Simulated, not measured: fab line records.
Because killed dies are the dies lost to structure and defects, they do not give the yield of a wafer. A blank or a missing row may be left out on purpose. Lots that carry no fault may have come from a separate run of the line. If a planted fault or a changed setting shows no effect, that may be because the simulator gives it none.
Which tool was responsible? -- flow sky130 -- 36 wafers from 12 lots sampled at 4 of the route's 708 steps

## WHAT THE GAUGES SHOWED, per wafer
SKY_VIA2_CD_MEAS_12 targets a cd of 200 nm.
lot,measured,on,cd-nm (nm)
L213,day 36 23:49,cd-sem-01,199.7 199.9 199.8
L214,day 37 02:54,cd-sem-01,201.3 202.7 201.5
L218,day 37 14:02,cd-sem-01,200.0 198.9 199.9
L217,day 37 18:05,cd-sem-02,197.6 199.7 199.9
L219,day 38 20:13,cd-sem-02,198.0 200.6 199.2
L220,day 39 00:50,cd-sem-02,199.6 200.0 201.0
L222,day 39 09:18,cd-sem-02,200.0 200.3 199.4
L224,day 39 19:35,cd-sem-02,200.5 199.7 200.2
L223,day 39 21:25,cd-sem-01,199.5 199.7 198.4
L225,day 40 03:41,cd-sem-01,203.3 203.0 202.8
L228,day 41 07:37,cd-sem-01,200.6 201.3 200.2
L234,day 42 12:53,cd-sem-01,196.8 198.1 199.1

SKY_VIA2_OVL_MEAS_13.
lot,measured,on,VIA2_OVL (nm)
L213,day 36 23:55,overlay-01,7 6 6
L214,day 37 02:59,overlay-02,-1 1 3
L218,day 37 14:09,overlay-02,0 11 1
L217,day 37 18:10,overlay-01,2 -1 -1
L219,day 38 20:19,overlay-02,2 6 2
L220,day 39 00:58,overlay-01,10 1 7
L222,day 39 09:23,overlay-02,1 0 -2
L224,day 39 19:42,overlay-02,49 44 49
L223,day 39 21:32,overlay-01,2 6 6
L225,day 40 03:49,overlay-01,58 56 62
L228,day 41 07:44,overlay-02,51 45 47
L234,day 42 13:00,overlay-01,-1 -5 -6

## WHAT TOOL EACH LOT RAN ON (gives the tool, then ch and the chambers of the sampled wafers, and finally the start)
lot,SKY_METAL1_SPUTTER_04,SKY_VIA2_EXPOSE_09
L213,"pvd-sputter-03, day 32 10:33","krf-scanner-01 ch 0, day 36 11:35"
L214,"pvd-sputter-04, day 32 13:53","krf-scanner-01 ch 0, day 36 15:09"
L218,"pvd-sputter-04, day 33 01:02","krf-scanner-01 ch 0, day 37 00:58"
L217,"pvd-sputter-04, day 33 05:08","krf-scanner-02 ch 0, day 37 05:12"
L219,"pvd-sputter-03, day 34 08:13","krf-scanner-02 ch 0, day 38 06:43"
L220,"pvd-sputter-03, day 34 14:43","krf-scanner-02 ch 0, day 38 12:40"
L222,"pvd-sputter-04, day 35 00:08","krf-scanner-01 ch 0, day 38 22:07"
L224,"pvd-sputter-03, day 35 11:08","krf-scanner-01 ch 0, day 39 06:59"
L223,"pvd-sputter-01, day 35 12:19","krf-scanner-02 ch 0, day 39 08:31"
L225,"pvd-sputter-03, day 35 18:37","krf-scanner-01 ch 0, day 39 15:32"
L228,"pvd-sputter-04, day 37 00:16","krf-scanner-01 ch 0, day 40 20:19"
L234,"pvd-sputter-03, day 38 07:54","krf-scanner-02 ch 0, day 42 01:33"
- SKY_METAL1_SPUTTER_04: material TiN, target thk 70 nm, time 58.3 s.
- SKY_VIA2_EXPOSE_09: exposes mask VIM2, target cd 200 nm.

## WHAT THE TOOLS THEMSELVES READ (means of the sampled wafers that have a number; where no wafer has one, the mark that the record gives instead)
SKY_METAL1_SPUTTER_04.
lot,tool,throttle-valve-pct (%)
L213,pvd-sputter-03,30.1
L214,pvd-sputter-04,29.2
L218,pvd-sputter-04,29.9
L217,pvd-sputter-04,29.8
L219,pvd-sputter-03,29.9
L220,pvd-sputter-03,30.1
L222,pvd-sputter-04,30.4
L224,pvd-sputter-03,30.0
L223,pvd-sputter-01,30.0
L225,pvd-sputter-03,29.9
L228,pvd-sputter-04,29.6
L234,pvd-sputter-03,29.6

## THE ANSWER, worked out from the rows above alone
Rule: what is usual is taken from the lots themselves. The widest of any qualifying gaps counts: lots, ordered by their means at a reading, are off when they make up no more than a third of the lots, leave a main group of 4 or more, and stand apart from it by 3 or more times the standard deviation of that group's means. Not used: any main group whose means are identical at the precision the tables above print for the reading. A lot without any number at a reading at which 4 lots or more have one is off too. The other lots that the step has rows for count as sound. Order of review: gauges by route order, followed by the tools' own readings, for which a lot's mean as printed above is used. The first step at which some lot is off is used, and at that step the reading that is off furthest; a lot without a number counts as furthest.
Off: L224, L225, L228, at SKY_VIA2_OVL_MEAS_13 (VIA2_OVL). For the main group the mean is 2 nm and the standard deviation 3.2.
If a tool, at a process step before that reading, ran all the lots that are off and no sound lot after the first of them, it fits. Those tools and the gauges at SKY_VIA2_OVL_MEAS_13 are tried in the same way. One candidate fits, namely krf-scanner-01 at SKY_VIA2_EXPOSE_09. A fault onset in the window from L222 (day 38 22:07, its last sound lot) to L224 (day 39 06:59, its first lot off) fits.

## WHAT WAS PUT IN BY THE SIMULATOR
Scanner matching overlay: krf-scanner-01, from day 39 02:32 on, at SKY_VIA2_EXPOSE_09. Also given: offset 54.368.
Lots struck among those shown: L224, L225, L228. The rule above found the same.
